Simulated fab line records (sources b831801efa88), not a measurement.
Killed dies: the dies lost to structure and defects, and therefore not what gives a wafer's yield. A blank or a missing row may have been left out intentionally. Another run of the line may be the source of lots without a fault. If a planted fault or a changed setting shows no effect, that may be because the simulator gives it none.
Comparing a struck lot with a sound one | flow gf180mcu | 14 steps out of a route of 602
Sound: the wafers L525.1, L525.2, L525.3. Wafers L540.1, L540.3, L540.4 were the ones struck. At the end, the cause is stated.
For every step that has rows: the tool of each side, followed by ch and its chambers, followed by its first start. Under that, the readings that differ: sound wafers | struck wafers | difference of the means | sigmas: that difference in standard deviations of wafers without a fault.
alike: readings with means less than 2 such deviations apart, plus words and numbers identical on both sides. not compared: withheld readings, readings lacking a value on some wafer, bounds such as >300 that could conceal the same value, and numbers that have no deviation in the record and whose values overlap.
Wherever a step has rows on one side only, a row that says differs or no value, or a row with sigmas, the two part there. When numbers do not overlap yet have no deviation, they are printed without sigmas and do not part them. A reading that every wafer of one side lacks parts them only if that side has two wafers or more.

GF_POLY_GATE_ETCH_13: etches poly-Si in HBr/Cl2, stops on SiO2, target depth 198.5 nm, time 69.6 s.
  sound on rie-si-01 ch 0,1,2, day 9 10:28; struck on rie-si-02 ch 2,3, day 13 21:42
  reading                     | sound       | struck      | difference | sigmas
  drypump-motor-current-A (A) | 5.3 6.6 6.5 | 5.3 4.9 4.9 | -1.1       | -2
  alike: mfc-cl2-sccm, oes-product-au, throttle-valve-pct
  not compared: rf-hours-counter-h
GF_POLY_GATE_STRIP_14: strips in O2/N2.
  sound on plasma-asher-02 ch 0,1, day 9 10:31; struck on plasma-asher-03 ch 0,1, day 13 21:46
  alike: drypump-motor-current-A, heater-power-w, oes-product-au
  not compared: rf-hours-counter-h
then, 2 steps without rows for these wafers: GF_POLY_GATE_CLEAN_15 (cleans in SC1/SC2, time 150 s); GF_POLY_GATE_OXIDATION_16 (stabilise 600 s, purge 300 s, target thk 4 nm).
GF_POLY_GATE_THK_MEAS_17:
  sound on film-metro-01, day 9 11:55; struck on film-metro-01, day 13 23:10
  alike: POLY_GATE_OXIDATION_THK
GF_POLY_GATE_CD_MEAS_18:
  sound on cd-sem-01, day 9 11:59; struck on cd-sem-02, day 13 23:13
  alike: cd-nm
then, 6 steps without rows for these wafers: GF_HV_LDD_DEHYDRATE_00 (time 60 s); GF_HV_LDD_HMDS_01 (prime time 60 s); GF_HV_LDD_COAT_02 (resist thk 1000 nm); GF_HV_LDD_SOFTBAKE_03 (time 60 s); GF_HV_LDD_EXPOSE_04 (exposes mask Nplus LV AREA, target cd 400 nm); GF_HV_LDD_PEB_05.
GF_HV_LDD_DEVELOP_06: develop time 60 s.
  sound on litho-track-03 ch 0, day 10 04:57; struck on litho-track-02, day 14 20:12
  no value came back on the struck wafers for chill-plate-temp-C (C), develop-time-s (s); on the sound wafers chill-plate-temp-C (C) reads 22.75 22.94 22.77
GF_HV_LDD_CD_MEAS_07: target cd 400 nm.
  sound on cd-sem-02, day 10 05:06; struck on cd-sem-01, day 14 20:21
  reading    | sound             | struck | difference                    | sigmas
  cd-nm (nm) | 402.5 405.7 403.5 | - - -  | no value on the struck wafers |

== WHERE THEY PART ==
Earliest at GF_POLY_GATE_ETCH_13; latest, in this record, at GF_HV_LDD_CD_MEAS_07.

WHY: whatever the simulator had introduced
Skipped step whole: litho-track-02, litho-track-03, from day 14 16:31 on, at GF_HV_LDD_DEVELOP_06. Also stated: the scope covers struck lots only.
